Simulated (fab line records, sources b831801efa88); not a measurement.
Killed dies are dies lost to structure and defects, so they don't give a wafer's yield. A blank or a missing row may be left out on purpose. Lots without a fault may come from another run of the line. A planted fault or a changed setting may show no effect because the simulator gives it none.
Chamber matching | flow gf180mcu | GF_STI_ETCH_14 on rie_si-02: 4 sister chambers
The step etches Si in HBr/Cl2/O2, target depth 360 nm, time 102.9 s. 14 wafers are shown with their chamber, then 6 later ones without.

WAFERS WITH THEIR CHAMBER
wafer  | chamber | drypump_motor_current_A (A) | run_length_s (s) | throttle_valve_pct (%)
L823.2 | 2       | 5.5                         | 131.4            | 25.639
L823.4 | 1       | 6.5                         | 130.6            | 25.683
L823.5 | 0       | 4.8                         | 131.3            | 25.661
L824.1 | 0       | 4.8                         | 131.1            | 25.665
L824.3 | 1       | 6.5                         | 130.5            | 25.677
L824.5 | 1       | 6.5                         | 130.5            | 25.669
L834.1 | 1       | 6.5                         | 130.3            | 25.670
L834.5 | 0       | 4.9                         | 131.0            | 25.642
L839.3 | 3       | 6.3                         | 131.8            | 25.660
L839.5 | 3       | 6.3                         | 131.4            | 25.661
L839.6 | 2       | 5.5                         | 130.9            | 25.644
L840.3 | 3       | 6.3                         | 131.5            | 25.650
L840.5 | 3       | 6.3                         | 131.4            | 25.671
L840.6 | 2       | 5.4                         | 131.1            | 25.657

SIGNATURES (means of the wafers above)
reading                 | chamber 0 | chamber 1 | chamber 2 | chamber 3 | scatter within a chamber
drypump_motor_current_A | 4.833     | 6.500     | 5.467     | 6.300     | 0.0365
run_length_s            | 131.133   | 130.475   | 131.133   | 131.525   | 0.181
throttle_valve_pct      | 25.65600  | 25.67475  | 25.64667  | 25.66050  | 0.00908
Rule: a wafer's distance from a chamber is the root of the sum, over the readings, of the square of ((its reading less the chamber's mean) divided by the reading's scatter). The wafer belongs to the nearest chamber; if the next one is less than 2 further off, it can't be placed. The scatter: the root of (the sum of the squares of (reading less its chamber's mean) over the shown wafers, divided by (wafers less chambers)).

WAFERS WITHOUT THEIR CHAMBER
wafer  | drypump_motor_current_A (A) | run_length_s (s) | throttle_valve_pct (%)
L844.3 | 4.8                         | 131.3            | 25.675
L844.4 | 5.5                         | 131.1            | 25.672
L844.6 | 6.5                         | 130.3            | 25.676
L845.1 | 6.3                         | 131.4            | 25.668
L845.2 | 4.8                         | 131.8            | 25.644
L845.6 | 6.5                         | 130.5            | 25.669

WHICH CHAMBER EACH WENT THROUGH
wafer  | from the rows above | in truth
L844.3 | 0                   | 0
L844.4 | 2                   | 2
L844.6 | 1                   | 1
L845.1 | 3                   | 3
L845.2 | 0                   | 0
L845.6 | 1                   | 1
Placed correctly: 6 of 6. Can't be placed from these rows: 0. Placed wrongly: 0.
